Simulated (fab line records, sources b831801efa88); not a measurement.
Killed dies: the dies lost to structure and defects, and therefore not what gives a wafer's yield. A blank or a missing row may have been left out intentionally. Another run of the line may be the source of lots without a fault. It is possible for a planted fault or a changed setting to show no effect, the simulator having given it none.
fab line records	flow sky130
[record] lots = 11	wafers = 31	last_day = 50
route steps=708 shown POLY_GATE@236 CONTACT@422 METAL2@487
lots that met no fault: from a run of the same line without faults
start_h: the number of hours between the record's first day and the start of the first shown wafer of the lot	wait_h: hours since the lot's step before	" repeats the value in the row above	L1.1+2: a single row standing in for several wafers	- no value, or no start was given	* or withheld: withheld	< > ~ a bound
route shown NAME@n: a module of which the file shows steps, and the number in the route of the first	usual: mean and standard deviation over wafers with no fault	same: alike in all rows	chamber/n: place in a boat	sites: the reading at each site	_std_site: standard deviation across them	_edge_site: mean of outer sites minus mean of inner sites	radius_mm: for every site, how far away it sits from the centre of the wafer	mask NAME#n: copy n	behind: tool/chamber where the wafer was last shaped	hold: reason for holding the lot/hours on hold/outcome of the hold	device: the n, p or np transistor that did not switch	end of line: the route-end tests of the same wafers	step lacking rows: just its recipe	killed: dies lost to structure and defects at the first sort, not the wafer's yield	map: per-die view of a wafer (x killed, . not killed, _ where there is no die)
set.NAME: setting as actually run; set.NAME@STEP: the setting as run at that earlier step	model.NAME: the simulator's own value behind a step, which no gauge read
one table for each step of the route and one row for each wafer, over a sample of lots
services: a tool's chamber out of use, with start hour (start_h, from the record's first day; less than 0 if before it), hours out, and reason
[[steps]]
[step SKY_POLY_GATE_CD_MEAS_22]
[usual] cd_nm = 150.6/1.9
lot.wafer	tool	chamber	start_h	wait_h	cd_nm
L104.1	cd_sem-02	-	375.27	0.1	153.8
L104.4	"	-	"	"	151.9
L104.5	"	-	"	"	150.0
L106.2	cd_sem-02	-	401.86	0.1	146.1
L106.3	"	-	"	"	149.7
L106.4	"	-	"	"	148.0
L107.1	cd_sem-01	-	411.44	0.1	151.2
L107.3	"	-	"	"	153.3
L107.5	"	-	"	"	150.7
L109.4	cd_sem-01	-	419.84	0.1	153.8
L109.5	"	-	"	"	149.4
L109.6	"	-	"	"	152.1
L110.1	cd_sem-01	-	426.20	0.1	150.3
L110.2	"	-	"	"	148.5
L110.3	"	-	"	"	147.7
L112.2	cd_sem-01	-	450.81	0.1	148.8
L112.3	"	-	"	"	148.8
L112.4	"	-	"	"	145.4
L114.3	cd_sem-02	-	473.55	0.1	151.1
L114.5	"	-	"	"	152.0
L116.2	cd_sem-02	-	479.52	0.1	148.4
L116.6	"	-	"	"	152.2
L123.1	cd_sem-02	-	530.72	0.1	148.8
L123.5	"	-	"	"	148.6
L123.6	"	-	"	"	147.5
L124.1	cd_sem-02	-	537.33	0.1	154.4
L124.3	"	-	"	"	153.2
L124.5	"	-	"	"	152.8
L127.1	cd_sem-02	-	560.59	0.1	149.6
L127.3	"	-	"	"	153.0
L127.6	"	-	"	"	152.0
[step SKY_CONTACT_ETCH_16]
[recipe] chemistry = N2/H2	target = BARC	ion_energy_ev = 200	source_w = 500	bias_w = 100	pressure_mtorr = 30	n2_flow_sccm = 100	h2_flow_sccm = 200	stop_on = SiO2	time_s = 45.9	target_depth_a = 600
[usual] drypump_motor_current_A = 5.6/0.42	oes_product_au = 0.855/0.0053	throttle_valve_pct = 13.225/0.0096
lot.wafer	tool	chamber	start_h	wait_h	drypump_motor_current_A	oes_product_au	rf_hours_counter_h	throttle_valve_pct
L104.1	rie_diel-03	0	732.74	0.0	5.5	0.858	19	13.223
L104.4	"	2	"	"	5.4	0.857	49	13.240
L104.5	"	2	"	"	5.5	0.848	-	13.230
L106.2	rie_diel-03	3	758.12	0.0	5.6	0.857	39	13.227
L106.3	"	0	"	"	5.4	0.853	20	13.223
L106.4	"	0	"	"	5.4	0.853	-	13.228
L107.1	rie_diel-03	0	766.02	0.0	5.4	0.870	20	13.243
L107.3	"	1	"	"	6.3	0.851	2	13.214
L107.5	"	1	"	"	6.3	0.863	-	13.224
L109.4	rie_diel-04	2	773.04	0.0	5.5	0.854	5	13.231
L109.5	"	2	"	"	5.5	0.853	-	13.231
L109.6	"	1	"	"	5.4	0.860	-	13.234
L110.1	rie_diel-02	0	782.48	0.0	5.5	0.858	4	13.215
L110.2	"	2	"	"	5.3	0.856	2	13.211
L110.3	"	1	"	"	6.2	0.864	1	13.217
L112.2	rie_diel-03	3	803.09	0.0	5.5	0.858	40	13.214
L112.3	"	0	"	"	5.4	0.841	21	13.233
L112.4	"	2	"	"	5.5	0.852	1	13.208
L114.3	rie_diel-02	2	823.08	0.0	5.3	0.858	4	13.218
L114.5	"	3	"	"	5.9	0.853	-	13.227
L116.2	rie_diel-03	1	829.34	0.0	6.3	0.853	4	13.213
L116.6	"	2	"	"	5.5	0.862	-	13.230
L123.1	rie_diel-03	2	870.69	0.0	5.5	0.855	3	13.217
L123.5	"	3	"	"	5.5	0.858	-	13.231
L123.6	"	2	"	"	5.5	0.860	-	13.228
L124.1	rie_diel-04	3	878.38	0.0	6.3	0.851	1	13.227
L124.3	"	2	"	"	5.5	0.856	10	13.239
L124.5	"	3	"	"	6.3	0.856	-	13.226
L127.1	rie_diel-04	2	899.35	0.0	5.5	0.856	11	13.227
L127.3	"	3	"	"	6.4	0.858	2	13.234
L127.6	"	2	"	"	5.5	0.852	-	13.222
[step SKY_METAL2_SPUTTER_04]
[recipe] material = TiN	target_thk_nm = 70	power_w = 6500	time_s = 58.3	chamber_pressure_pa = 0.4
[usual] throttle_valve_pct = 29.8/1
lot.wafer	tool	chamber	start_h	wait_h	throttle_valve_pct
L104.1	pvd_sputter-04	-	789.55	0.0	28.7
L104.4	"	-	"	"	31.8
L104.5	"	-	"	"	31.4
L106.2	pvd_sputter-01	-	814.95	0.0	30.4
L106.3	"	-	"	"	29.3
L106.4	"	-	"	"	30.5
L107.1	pvd_sputter-01	-	822.82	0.0	30.6
L107.3	"	-	"	"	29.1
L107.5	"	-	"	"	30.5
L109.4	pvd_sputter-01	-	828.72	0.0	29.3
L109.5	"	-	"	"	30.8
L109.6	"	-	"	"	30.3
L110.1	pvd_sputter-01	-	838.69	0.0	29.1
L110.2	"	-	"	"	29.9
L110.3	"	-	"	"	30.8
L112.2	pvd_sputter-01	-	857.76	0.0	29.8
L112.3	"	-	"	"	30.6
L112.4	"	-	"	"	30.7
L114.3	pvd_sputter-01	-	879.12	0.0	30.2
L114.5	"	-	"	"	30.5
L116.2	pvd_sputter-01	-	885.69	0.0	30.9
L116.6	"	-	"	"	29.1
L123.1	pvd_sputter-04	-	926.23	0.0	31.7
L123.5	"	-	"	"	28.6
L123.6	"	-	"	"	31.6
L124.1	pvd_sputter-02	-	932.95	0.0	30.4
L124.3	"	-	"	"	28.2
L124.5	"	-	"	"	29.3
L127.1	pvd_sputter-02	-	953.14	0.0	28.3
L127.3	"	-	"	"	30.1
L127.6	"	-	"	"	28.1
[step SKY_METAL2_THK_MEAS_06]
[recipe] thk_meas_gauge = xrf	reads = AlCu_of_METAL2_SPUTTER_02
[usual] METAL2_ALCU_THK = 249.5/2.5
lot.wafer	tool	chamber	start_h	wait_h	METAL2_ALCU_THK[nm]
L104.1	film_metro-01	-	789.72	0.1	248.3
L104.4	"	-	"	"	250.3
L104.5	"	-	"	"	245.3
L106.2	film_metro-03	-	815.13	0.1	247.9
L106.3	"	-	"	"	250.2
L106.4	"	-	"	"	249.0
L107.1	film_metro-03	-	822.99	0.1	249.0
L107.3	"	-	"	"	249.0
L107.5	"	-	"	"	246.7
L109.4	film_metro-03	-	828.89	0.1	247.2
L109.5	"	-	"	"	247.5
L109.6	"	-	"	"	249.4
L110.1	film_metro-03	-	838.86	0.1	249.0
L110.2	"	-	"	"	248.4
L110.3	"	-	"	"	252.3
L112.2	film_metro-04	-	857.94	0.1	247.4
L112.3	"	-	"	"	250.6
L112.4	"	-	"	"	247.6
L114.3	film_metro-03	-	879.31	0.1	247.9
L114.5	"	-	"	"	265.4
L116.2	film_metro-04	-	885.87	0.1	251.9
L116.6	"	-	"	"	272.0
L123.1	film_metro-04	-	926.40	0.1	246.5
L123.5	"	-	"	"	248.2
L123.6	"	-	"	"	247.2
L124.1	film_metro-04	-	933.12	0.1	246.8
L124.3	"	-	"	"	246.4
L124.5	"	-	"	"	243.2
L127.1	film_metro-01	-	953.31	0.1	253.6
L127.3	"	-	"	"	254.2
L127.6	"	-	"	"	254.7
[step SKY_METAL2_DESCUM_17]
[recipe] chemistry = O2	source_power_w = 150	bias_power_w = 0	pressure_mtorr = 10	temp_c = 40	time_s = 8
[usual] drypump_motor_current_A = 5.7/0.48	oes_product_au = 0.996/0.0067
lot.wafer	tool	chamber	start_h	wait_h	drypump_motor_current_A	oes_product_au	rf_hours_counter_h
L104.1	rie_metal-02	1	815.58	0.0	6.4	0.995	0
L104.4	"	0	"	"	5.3	0.998	-
L104.5	"	0	"	"	5.3	0.998	-
L106.2	rie_metal-02	0	840.67	0.0	5.3	1.006	11
L106.3	"	0	"	"	5.3	0.985	-
L106.4	"	1	"	"	6.4	0.992	-
L107.1	rie_metal-02	0	848.29	0.0	5.3	0.986	11
L107.3	"	0	"	"	5.3	0.987	-
L107.5	"	0	"	"	5.3	0.993	-
L109.4	rie_metal-01	1	853.69	0.0	5.6	1.000	-
L109.5	"	1	"	"	5.6	0.991	-
L109.6	"	0	"	"	5.6	1.001	-
L110.1	rie_metal-01	0	863.69	0.0	5.6	1.003	2
L110.2	"	1	"	"	5.6	0.991	7
L110.3	"	0	"	"	5.6	0.990	-
L112.2	rie_metal-04	0	884.40	0.0	4.6	0.996	7
L112.3	"	1	"	"	5.8	1.002	-
L112.4	"	0	"	"	4.6	0.998	-
L114.3	rie_metal-02	0	904.78	0.0	5.3	0.994	-
L114.5	"	1	"	"	6.4	0.996	-
L116.2	rie_metal-02	0	910.82	0.0	5.3	0.995	14
L116.6	"	1	"	"	6.4	1.000	-
L123.1	rie_metal-02	1	950.57	0.0	6.4	0.986	7
L123.5	"	0	"	"	5.3	1.000	-
L123.6	"	1	"	"	6.4	0.998	-
L124.1	rie_metal-04	1	957.77	0.0	5.8	0.996	13
L124.3	"	0	"	"	4.7	1.000	-
L124.5	"	0	"	"	4.7	1.001	-
L127.1	rie_metal-02	0	977.44	0.0	5.3	0.996	17
L127.3	"	0	"	"	5.3	0.985	-
L127.6	"	1	"	"	6.4	1.001	-
[step SKY_METAL2_METAL_ETCH_19]
[recipe] target_depth_a = 3600	stop_on = SiO2	over_etch_frac = 0.3	time_s = 78	chemistry = Cl2/BCl3	resist_sidewall_deg = 88	pressure_mtorr = 10	icp_w = 900	bias_w = 48.5	Cl2_flow_sccm = 60	bcl3_flow_sccm = 30
[usual] drypump_motor_current_A = 5.7/0.47	oes_product_au = 0.854/0.0052	throttle_valve_pct = 22.264/0.0094
lot.wafer	tool	chamber	start_h	wait_h	drypump_motor_current_A	oes_product_au	rf_hours_counter_h	throttle_valve_pct
L104.1	rie_metal-02	1	815.68	0.0	6.4	0.855	0	22.263
L104.4	"	0	"	"	5.4	0.859	-	22.263
L104.5	"	0	"	"	5.4	0.856	-	22.264
L106.2	rie_metal-02	0	840.76	0.0	5.3	0.846	11	22.253
L106.3	"	0	"	"	5.3	0.858	-	22.277
L106.4	"	1	"	"	6.4	0.856	-	22.256
L107.1	rie_metal-02	0	848.39	0.0	5.3	0.858	11	22.265
L107.3	"	0	"	"	5.3	0.855	-	22.266
L107.5	"	0	"	"	5.3	0.853	-	22.263
L109.4	rie_metal-01	1	853.81	0.1	5.6	0.855	-	22.279
L109.5	"	1	"	"	5.6	0.853	-	22.272
L109.6	"	0	"	"	5.6	0.850	-	22.280
L110.1	rie_metal-01	0	863.79	0.0	5.6	0.847	2	22.259
L110.2	"	1	"	"	5.6	0.860	7	22.266
L110.3	"	0	"	"	5.6	0.851	-	22.254
L112.2	rie_metal-04	0	884.49	0.0	4.7	0.851	7	22.261
L112.3	"	1	"	"	5.9	0.847	-	22.276
L112.4	"	0	"	"	4.6	0.854	-	22.255
L114.3	rie_metal-02	0	904.89	0.1	5.3	0.854	-	22.257
L114.5	"	1	"	"	6.4	0.825	-	22.275
L116.2	rie_metal-02	0	910.91	0.0	5.4	0.846	14	22.267
L116.6	"	1	"	"	6.4	0.831	-	22.282
L123.1	rie_metal-02	1	950.66	0.0	6.4	0.858	7	22.250
L123.5	"	0	"	"	5.3	0.852	-	22.265
L123.6	"	1	"	"	6.4	0.861	-	22.264
L124.1	rie_metal-04	1	957.86	0.0	5.9	0.848	13	22.274
L124.3	"	0	"	"	4.7	0.850	-	22.262
L124.5	"	0	"	"	4.7	0.843	-	22.273
L127.1	rie_metal-02	0	977.54	0.0	5.3	0.867	17	22.254
L127.3	"	0	"	"	5.3	0.865	-	22.252
L127.6	"	1	"	"	6.4	0.869	-	22.260
[[services]]
tool	chamber	start_h	hours	kind
pvd_sputter-04	-	711.83	6.9	repair
pvd_sputter-02	-	742.55	5.8	repair
pvd_sputter-01	-	768.45	2.1	repair
rie_diel-02	1	769.39	6.9	repair
rie_metal-02	1	778.90	-	clean
rie_metal-01	-	783.44	0.3	repair
pvd_sputter-02	-	788.64	0.7	repair
rie_diel-03	1	794.27	3.6	repair
pvd_sputter-02	-	796.09	1.0	repair
rie_metal-01	1	807.13	8.2	repair
rie_diel-02	-	810.19	2.8	pm
rie_diel-04	0	817.83	17.6	repair
rie_metal-01	-	823.42	4.0	pm
rie_diel-03	3	850.34	2.0	repair
rie_diel-04	2	861.71	1.9	repair
rie_metal-04	-	869.38	0.2	repair
rie_diel-04	0	887.55	16.5	repair
rie_diel-04	3	892.80	1.5	repair
pvd_sputter-04	-	893.05	2.2	repair
rie_diel-03	-	894.21	28.1	pm
rie_metal-04	-	919.38	0.6	repair
rie_diel-03	0	927.88	3.5	repair
rie_metal-01	1	944.94	5.5	repair
rie_diel-04	2	968.67	16.7	repair
[[key]]
[first_sign] step = SKY_METAL2_THK_MEAS_06	reading = METAL2_ALCU_THK	direction = up	sigmas = 7.6	usual = 249.5	struck = 268.7
[effect] step = SKY_METAL2_METAL_ETCH_19	reading = oes_product_au	direction = down	sigmas = 5.1	usual = 0.854	struck = 0.828
met_at SKY_METAL2_SPUTTER_04
struck_lots L114,L116
struck_wafers L114.5,L116.6
not_acting_at SKY_POLY_GATE_CD_MEAS_22,SKY_CONTACT_ETCH_16,SKY_METAL2_DESCUM_17
onset_between 857.76 879.12
[fault] kind = process_parameter_drift	tool = pvd_sputter-01	chamber = -	onset_h = 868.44	steps = SKY_METAL2_SPUTTER_04	channel = target_thk_nm	offset = -37.734	shape = step	end_h = 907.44	scope = struck_wafers_only	acts_in = these_recipes_only	stated = 70
